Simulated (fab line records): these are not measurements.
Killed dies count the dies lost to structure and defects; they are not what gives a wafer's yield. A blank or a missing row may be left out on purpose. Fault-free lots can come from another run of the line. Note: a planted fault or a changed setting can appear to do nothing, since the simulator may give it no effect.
Split-lot experiment || flow sky130 || route with 708 steps; 5 lots, 23 wafers read

## SPLIT DETAILS
At SKY_VT_ADJUST_HVTR_EXPOSE_04 (exposes mask HVTRM, target cd 380 nm), the setting dose-mj was moved away from the recipe's 150 on 8 of the 23 wafers read, by -5.5% to +3.0%. This setting was run at the recipe's value on the other wafers.

## FROM THE SPLIT TO THE READING: what the file shows between them, 2 steps
- SKY_VT_ADJUST_HVTR_PEB_05
- SKY_VT_ADJUST_HVTR_DEVELOP_06: develop time 60 s

## THE READING
Shown in nm: cd-nm at SKY_VT_ADJUST_HVTR_CD_MEAS_07, with target cd 380 nm. A value of 379 nm with a standard deviation of 3.5 nm is what fault-free wafers of this fab line usually give.

{"wafer": "L074.1", "tool, chamber at the split": "iline-stepper-02, 0", "dose-mj as run": 154.5, "against the recipe": "+3.0%", "cd-nm, nm": 384, "against lot-mates on the recipe": "+9"}
{"wafer": "L074.3", "tool, chamber at the split": "iline-stepper-02, 0", "dose-mj as run": 150, "against the recipe": "recipe", "cd-nm, nm": 375, "against lot-mates on the recipe": "-"}
{"wafer": "L074.4", "tool, chamber at the split": "iline-stepper-02, 0", "dose-mj as run": 154.5, "against the recipe": "+3.0%", "cd-nm, nm": 385, "against lot-mates on the recipe": "+10"}
{"wafer": "L074.5", "tool, chamber at the split": "iline-stepper-02, 0", "dose-mj as run": 150, "against the recipe": "recipe", "cd-nm, nm": 375, "against lot-mates on the recipe": "-"}
{"wafer": "L074.6", "tool, chamber at the split": "iline-stepper-02, 0", "dose-mj as run": 150, "against the recipe": "recipe", "cd-nm, nm": 376, "against lot-mates on the recipe": "-"}
{"wafer": "L075.1", "tool, chamber at the split": "iline-stepper-01, 0", "dose-mj as run": 150, "against the recipe": "recipe", "cd-nm, nm": 378, "against lot-mates on the recipe": "-"}
{"wafer": "L075.3", "tool, chamber at the split": "iline-stepper-01, 0", "dose-mj as run": 150, "against the recipe": "recipe", "cd-nm, nm": 380, "against lot-mates on the recipe": "-"}
{"wafer": "L075.4", "tool, chamber at the split": "iline-stepper-01, 0", "dose-mj as run": 150, "against the recipe": "recipe", "cd-nm, nm": 381, "against lot-mates on the recipe": "-"}
{"wafer": "L079.1", "tool, chamber at the split": "iline-stepper-02, 0", "dose-mj as run": 150, "against the recipe": "recipe", "cd-nm, nm": 383, "against lot-mates on the recipe": "-"}
{"wafer": "L079.2", "tool, chamber at the split": "iline-stepper-02, 0", "dose-mj as run": 141.8, "against the recipe": "-5.5%", "cd-nm, nm": 368, "against lot-mates on the recipe": -16}
{"wafer": "L079.4", "tool, chamber at the split": "iline-stepper-02, 0", "dose-mj as run": 141.8, "against the recipe": "-5.5%", "cd-nm, nm": 367, "against lot-mates on the recipe": -18}
{"wafer": "L079.5", "tool, chamber at the split": "iline-stepper-02, 0", "dose-mj as run": 141.8, "against the recipe": "-5.5%", "cd-nm, nm": 367, "against lot-mates on the recipe": -18}
{"wafer": "L079.6", "tool, chamber at the split": "iline-stepper-02, 0", "dose-mj as run": 150, "against the recipe": "recipe", "cd-nm, nm": 386, "against lot-mates on the recipe": "-"}
{"wafer": "L082.2", "tool, chamber at the split": "iline-stepper-02, 0", "dose-mj as run": 150, "against the recipe": "recipe", "cd-nm, nm": 380, "against lot-mates on the recipe": "-"}
{"wafer": "L082.3", "tool, chamber at the split": "iline-stepper-02, 0", "dose-mj as run": 150, "against the recipe": "recipe", "cd-nm, nm": 377, "against lot-mates on the recipe": "-"}
{"wafer": "L082.4", "tool, chamber at the split": "iline-stepper-02, 0", "dose-mj as run": 150, "against the recipe": "recipe", "cd-nm, nm": 379, "against lot-mates on the recipe": "-"}
{"wafer": "L082.5", "tool, chamber at the split": "iline-stepper-02, 0", "dose-mj as run": 150, "against the recipe": "recipe", "cd-nm, nm": 378, "against lot-mates on the recipe": "-"}
{"wafer": "L082.6", "tool, chamber at the split": "iline-stepper-02, 0", "dose-mj as run": 150, "against the recipe": "recipe", "cd-nm, nm": 380, "against lot-mates on the recipe": "-"}
{"wafer": "L084.1", "tool, chamber at the split": "iline-stepper-02, 0", "dose-mj as run": 150, "against the recipe": "recipe", "cd-nm, nm": 376, "against lot-mates on the recipe": "-"}
{"wafer": "L084.2", "tool, chamber at the split": "iline-stepper-02, 0", "dose-mj as run": 145.1, "against the recipe": "-3.3%", "cd-nm, nm": 366, "against lot-mates on the recipe": -11}
{"wafer": "L084.3", "tool, chamber at the split": "iline-stepper-02, 0", "dose-mj as run": 145.1, "against the recipe": "-3.3%", "cd-nm, nm": 366, "against lot-mates on the recipe": -11}
{"wafer": "L084.5", "tool, chamber at the split": "iline-stepper-02, 0", "dose-mj as run": 145.1, "against the recipe": "-3.3%", "cd-nm, nm": 369, "against lot-mates on the recipe": -8}
{"wafer": "L084.6", "tool, chamber at the split": "iline-stepper-02, 0", "dose-mj as run": 150, "against the recipe": "recipe", "cd-nm, nm": 378, "against lot-mates on the recipe": "-"}

THE FIT
A straight line over all 23 wafers: cd-nm changes by +2.35 nm for each +1% of dose-mj; r = +0.88; the points scatter about the line by 3 nm.
The same after taking each lot's own level away (the mean of its wafers on the recipe; 23 wafers): +3.11 nm for each +1%; r = +0.99; scatter 1.1 nm.
Per that fit: largest dose-mj move, reading shift of 17 nm.
The lots' own levels span 375.3 to 384.5 nm, that is 2.6 times the standard deviation above.
So the lot-to-lot level changes the slope: the two fits differ.
Check: with one of the wafers moved furthest among these (-5.5%) left out of the fit, the line predicts -17.2 nm for it against its lot-mates. It came out at -16.5 nm against them.

## OTHER SPLITS APPLIED TO THESE WAFERS
Other splits were also applied to these wafers ahead of the reading. Each is held against what the fit with the lots' levels taken away leaves over:
{"other split on the same wafers": "SKY_FIELD_ISO_OXIDATION_01 temp-c", "wafers away from the commonest value": 15, "r with cd-nm (lot level and that fit taken away)": -0.06}
{"other split on the same wafers": "SKY_FIELD_ISO_EXPOSE_10 dose-mj", "wafers away from the commonest value": 6, "r with cd-nm (lot level and that fit taken away)": -0.24}
{"other split on the same wafers": "SKY_FIELD_ISO_WET_ETCH_30 time-s", "wafers away from the commonest value": 18, "r with cd-nm (lot level and that fit taken away)": "+0.06"}
{"other split on the same wafers": "SKY_NWELL_STRIP_14 pressure-mtorr", "wafers away from the commonest value": 15, "r with cd-nm (lot level and that fit taken away)": -0.04}
{"other split on the same wafers": "SKY_VT_ADJUST_HVTP_COAT_02 spin-rpm", "wafers away from the commonest value": 9, "r with cd-nm (lot level and that fit taken away)": -0.08}
{"other split on the same wafers": "SKY_VT_ADJUST_HVTP_SOFTBAKE_03 time-s", "wafers away from the commonest value": 9, "r with cd-nm (lot level and that fit taken away)": "+0.03"}
{"other split on the same wafers": "SKY_VT_ADJUST_LVTN_IMPLANT_08 energy-kev", "wafers away from the commonest value": 8, "r with cd-nm (lot level and that fit taken away)": "+0.20"}
{"other split on the same wafers": "SKY_VT_ADJUST_LVTN_IMPLANT_19 dose-cm2", "wafers away from the commonest value": 9, "r with cd-nm (lot level and that fit taken away)": -0.30}

## THE WHOLE CHAIN: every reading that the file lists as answering this split, in the file's order
{"step": "SKY_VT_ADJUST_HVTR_DEVELOP_06", "what it does": "develop time 60 s", "reading": "VT_ADJUST_HVTR.cd-nm (the simulator's own value, which no gauge read)", "change (the file's fit)": "+3.13 nm for each +1% of the setting", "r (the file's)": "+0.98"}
{"step": "SKY_VT_ADJUST_HVTR_CD_MEAS_07", "what it does": "target cd 380 nm", "reading": "cd-nm", "change (the file's fit)": "+3.11 nm for each +1% of the setting", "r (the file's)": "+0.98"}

## FILE'S OWN FIT
cd-nm changes by +3.11 nm for each +1% of dose-mj, r = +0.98.
